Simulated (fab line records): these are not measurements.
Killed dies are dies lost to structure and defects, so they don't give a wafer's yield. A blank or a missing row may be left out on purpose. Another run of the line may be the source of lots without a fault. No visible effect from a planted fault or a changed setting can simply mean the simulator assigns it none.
Which tool did it?    flow gf180mcu    18 wafers from 6 lots sampled at 2 of the route's 602 steps

## WHAT EACH GAUGE READ, for each wafer
GF_HV_LDD_CD_MEAS_46: target cd 400 nm.
lot   measured      on         cd-nm (nm)
L751  day 13 07:28  cd-sem-02  399.4 397.6 401.6
L757  day 15 07:07  cd-sem-02  404.5 400.6 402.6
L760  day 16 11:08  cd-sem-02  399.1 399.1 398.3
L762  day 17 03:59  cd-sem-02  399.0 396.6 397.7
L767  day 18 18:01  cd-sem-01  397.5 398.3 398.4
L769  day 19 17:03  cd-sem-01  402.0 490.7 490.6

## TOOL THAT RAN EACH LOT (tool first, then ch and the chambers of the sampled wafers, then the start)
lot   GF_HV_LDD_COAT_41
L751  litho-track-03 ch 0, day 12 21:38
L757  litho-track-02 ch 0, day 14 20:29
L760  litho-track-03 ch 0, day 15 23:38
L762  litho-track-02 ch 0, day 16 16:27
L767  litho-track-04 ch 0, day 18 05:46
L769  litho-track-04 ch 0, day 19 04:43
- GF_HV_LDD_COAT_41: resist thk 1000 nm.

## THE ANSWER, worked out from the rows above alone
Rule: the usual values come from the lots themselves. Put in order of their means at a reading, lots are off if they are a third of the lots or fewer, leave a main group of 4 or more, and stand apart from it by a gap of 3 or more times the standard deviation of the main group's means; of several such gaps the widest counts. Not used: any main group whose means are identical at the precision the tables above print for the reading. Also off: a lot with no number at a reading for which 4 or more lots have one. Where the step has rows for the other lots, those lots are counted as sound.
Off: L769, at GF_HV_LDD_CD_MEAS_46 (cd-nm). The main group has a mean of 399.4 nm with a standard deviation of 1.7.
A tool fits if, at a process step before that reading, it ran every lot that is off, and no sound lot after the first of them. The gauges at GF_HV_LDD_CD_MEAS_46 are tried like those tools. Undecided on this evidence; 2 tools fit (litho-track-04 at GF_HV_LDD_COAT_41, cd-sem-01 at GF_HV_LDD_CD_MEAS_46).

## WHAT HAD BEEN PUT IN BY THE SIMULATOR
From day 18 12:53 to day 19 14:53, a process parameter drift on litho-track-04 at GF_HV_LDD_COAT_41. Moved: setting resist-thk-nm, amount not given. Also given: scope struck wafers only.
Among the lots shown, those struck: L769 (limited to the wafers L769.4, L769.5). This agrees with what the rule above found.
